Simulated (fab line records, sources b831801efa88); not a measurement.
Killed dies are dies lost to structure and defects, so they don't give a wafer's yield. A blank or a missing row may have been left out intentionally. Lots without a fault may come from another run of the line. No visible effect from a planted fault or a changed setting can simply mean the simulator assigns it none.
A struck lot beside a sound one | flow sky130 | 18 out of 708 route steps
Sound: these wafers, L835.3, L835.4, L835.5. The struck wafers were L839.2, L839.5, L839.6. The cause is given at the end.
For every step that has rows: the tool of each side, followed by ch and its chambers, followed by its first start. Under that, the readings that differ: sound wafers | struck wafers | difference of the means | sigmas: that difference in standard deviations of wafers without a fault.
alike: same words and numbers on both sides, and readings whose means sit less than 2 such deviations apart. not compared: any withheld reading, any reading some wafer has no value for, any bound like >300 that may hide the same value, and any number with overlapping values for which the record gives no deviation.
A row with sigmas, a row that says differs or no value, or rows on one side alone: a step with any of these is where the two part. Numbers that don't overlap but have no deviation are shown without sigmas and don't part them. Lack of a reading on every wafer of one side parts them only where that side has two or more wafers.

first, 3 steps without rows for these wafers: SKY_SONOS_ONO_WET_ETCH_18 (etches Si3N4 in H3PO4, target depth 15 nm, time 172 s); SKY_GATE_OXIDE_CLEAN_00 (cleans in SC1/SC2, time 150 s); SKY_GATE_OXIDE_OXIDATION_01 (stabilise 600 s, purge 300 s, target thk 10.268 nm).
SKY_GATE_OXIDE_THK_MEAS_02:
  sound on film-metro-03, day 15 12:32; struck on film-metro-02, day 17 02:25
  reading                          | sound            | struck            | difference | sigmas
  GATE_OXIDE_OXIDATION_00_THK (nm) | 9.94 10.21 10.00 | 10.47 10.36 10.58 | +0.42      | +2
then, 7 steps without rows for these wafers: SKY_GATE_OXIDE_DEHYDRATE_03 (time 60 s); SKY_GATE_OXIDE_HMDS_04 (prime time 60 s); SKY_GATE_OXIDE_COAT_05 (resist thk 1140 nm); SKY_GATE_OXIDE_SOFTBAKE_06 (time 60 s); SKY_GATE_OXIDE_EXPOSE_07 (exposes mask LVOM, target cd 600 nm); SKY_GATE_OXIDE_PEB_08; SKY_GATE_OXIDE_DEVELOP_09 (develop time 60 s).
SKY_GATE_OXIDE_OVL_MEAS_10:
  sound on overlay-02, day 16 17:10; struck on overlay-02, day 18 08:34
  alike: GATE_OXIDE_OVL
SKY_GATE_OXIDE_IMPLANT_11:
  sound on implanter-03 ch 0, day 16 17:14; struck on implanter-04 ch 0, day 18 08:37
  reading            | sound                            | struck                           | difference  | sigmas
  dose-ions-cm2      | 2.6026e+12 2.5995e+12 2.5961e+12 | 2.0305e+12 2.0313e+12 2.0311e+12 | -5.6843e+11 | -99 or more
  faraday-current-uA | 14.56 14.72 14.49                | 11.51 11.63 11.21                | -3.14       | -11
then, 1 step without rows for these wafers: SKY_GATE_OXIDE_WET_ETCH_12 (etches SiO2 in dHF, target depth 16.8 nm, time 336 s).
SKY_GATE_OXIDE_STRIP_13: strips in O2/N2.
  sound on plasma-asher-03 ch 0,1, day 16 17:28; struck on plasma-asher-02 ch 0,1, day 18 08:51
  alike: drypump-motor-current-A, oes-product-au, strip-time-to-endpoint-s
  not compared: rf-hours-counter-h
SKY_GATE_OXIDE_TW_MEAS_14:
  sound on film-metro-01, day 16 17:33; struck on film-metro-02, day 18 08:58
  reading       | sound             | struck            | difference | sigmas
  GATE_OXIDE_TW | 225.2 225.8 225.1 | 209.5 209.2 210.0 | -15.8      | -14
then, 1 step without rows for these wafers: SKY_GATE_OXIDE_CLEAN_15 (cleans in SC1/SC2, time 150 s).
-- record jumps: 30 days separate the struck wafers' starts on either side; left off in module GATE_OXIDE, taken up again in module PAD_OPEN, whose first shown step is the route's number 708 --
SKY_PAD_OPEN_PROBE_99:
  sound on prober-02, day 47 22:37; struck on prober-02, day 48 18:19
  reading                                   | sound             | struck            | difference | sigmas
  killed-at-other                           | 1 3 2             | 0 0 1             | -2         | -2
  model.etest.tip-p.rs-ohm-sq               | 6896 6855 6975    | 7190 7180 7192    | +279       |
  model.etest.pfet_01v8.r-on-ohm-um         | 2913 2866 2858    | 2970 3052 3042    | +142       |
  model.etest.nfet_01v8_lvt.drive-ua-um     | 574 576 582.1     | 613.8 608.9 619   | +36.5      |
  model.etest.nfet_01v8.drive-ua-um         | 509.3 512.6 518   | 537.7 535.9 538.9 | +24.2      |
  model.etest.nfet_01v8_turned.drive-ua-um  | 510 510 514.1     | 539.2 536.8 538.4 | +26.8      |
  model.etest.nfet_01v8_swapped.drive-ua-um | 513.7 511.4 511.8 | 537.8 536.7 542.3 | +26.6      |
  model.etest.nfet_01v8.r-on-ohm-um         | 826 826.2 824.1   | 787.5 798.5 791.9 | -32.8      |
  alike: killed_at_M0_to_M3, killed_at_M4_up, killed-at-contacts, killed-at-front-end, killed-dies, killed-open, killed-short
  not compared: model.etest.sram-nfet-pass.drive-ua-um

## WHERE THEY PART
Earliest at SKY_GATE_OXIDE_THK_MEAS_02; latest, in this record, at SKY_PAD_OPEN_PROBE_99.

WHY: the cause the simulator had injected
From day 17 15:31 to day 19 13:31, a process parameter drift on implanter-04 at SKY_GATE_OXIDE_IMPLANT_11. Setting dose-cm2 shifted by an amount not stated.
